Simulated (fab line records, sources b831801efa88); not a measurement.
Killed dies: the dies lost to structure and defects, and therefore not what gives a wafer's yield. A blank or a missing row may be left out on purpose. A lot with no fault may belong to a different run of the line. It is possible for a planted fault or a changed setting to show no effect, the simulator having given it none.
The tool behind it: which one?    flow gf180mcu    15 lots with 45 wafers sampled at 2 steps, on a route of 602 steps

== WHAT THE GAUGES SHOWED, per wafer ==
GF_V4_THK_MEAS_01. Usual: V4_CVD_00_THK typically reads 603 nm, with standard deviation 6.1.
lot   measured      on            V4_CVD_00_THK (nm)  flag
L568  day 23 13:08  filmMetro-02  597 604 613         
L569  day 24 08:22  filmMetro-01  600 602 600         
L570  day 24 10:05  filmMetro-01  612 605 614         
L572  day 25 06:25  filmMetro-01  592 603 596         
L575  day 26 00:23  filmMetro-01  604 608 603         
L577  day 26 15:55  filmMetro-01  599 593 589         
L578  day 26 22:05  filmMetro-01  600 605 603         
L579  day 27 02:49  filmMetro-01  600 601 599         
L580  day 27 11:24  filmMetro-02  600 599 597         
L583  day 28 06:40  filmMetro-04  599 607 607         
L586  day 29 02:59  filmMetro-01  616 611 608         
L587  day 29 08:38  filmMetro-01  606 603 611         
L588  day 29 17:37  filmMetro-04  607 603 604         
L590  day 30 03:39  filmMetro-04  607 602 601         
L591  day 30 08:07  filmMetro-02  595 591 598         

GF_V4_RS_MEAS_24: uses a four-point probe to measure. Usual: V4_W_RS typically reads 0.327 ohm/sq, with standard deviation 0.0064.
lot   measured      on            V4_W_RS (ohm/sq)   flag
L568  day 24 12:24  filmMetro-04  0.329 0.329 0.333  
L569  day 25 07:19  filmMetro-04  0.337 0.331 0.329  
L570  day 25 09:12  filmMetro-04  0.329 0.334 0.328  
L572  day 26 04:46  filmMetro-02  0.333 0.324 0.329  
L575  day 26 22:43  filmMetro-02  0.337 0.329 0.330  
L577  day 27 13:58  filmMetro-04  0.330 0.329 0.329  
L578  day 27 19:53  filmMetro-04  0.330 0.325 0.326  
L579  day 28 00:05  filmMetro-04  0.332 0.328 0.331  
L580  day 28 09:16  filmMetro-01  0.330 0.331 0.328  
L583  day 29 04:20  filmMetro-01  0.329 0.330 0.329  
L586  day 29 23:38  filmMetro-04  0.325 0.323 0.311  
L587  day 30 05:04  filmMetro-01  0.314 0.316 0.327  
L588  day 30 13:56  filmMetro-02  0.310 0.327 0.314  
L590  day 30 23:37  filmMetro-04  0.308 0.321 0.310  
L591  day 31 03:51  filmMetro-01  0.330 0.337 0.331  

== EACH LOT AND THE TOOL THAT RAN IT (in order: tool; ch and the chambers of the sampled wafers; start) ==
The record shows no process step preceding these readings.

== WHAT THE TOOLS THEMSELVES READ (means of the sampled wafers that have a number; where no wafer has one, the mark that the record gives instead) ==
The record holds no such reading with a usual standard deviation.

== THE ANSWER, worked out from the rows above alone ==
Rule: take the mean of a lot's wafers that have a number; if it is more than 3 standard deviations from the usual mean, the lot is off. A lot without any number at a reading at which 4 lots or more have one is off too. Where the step has rows for the other lots, those lots are counted as sound. Order of review: gauges by route order, followed by the tools' own readings, for which a lot's mean as printed above is used. At the first step where some lot is off, the reading lying furthest off is the one used; lots without a number count as furthest.
None of the lots is off at any reading shown; this tells nothing.

== WHAT HAD BEEN PUT IN BY THE SIMULATOR ==
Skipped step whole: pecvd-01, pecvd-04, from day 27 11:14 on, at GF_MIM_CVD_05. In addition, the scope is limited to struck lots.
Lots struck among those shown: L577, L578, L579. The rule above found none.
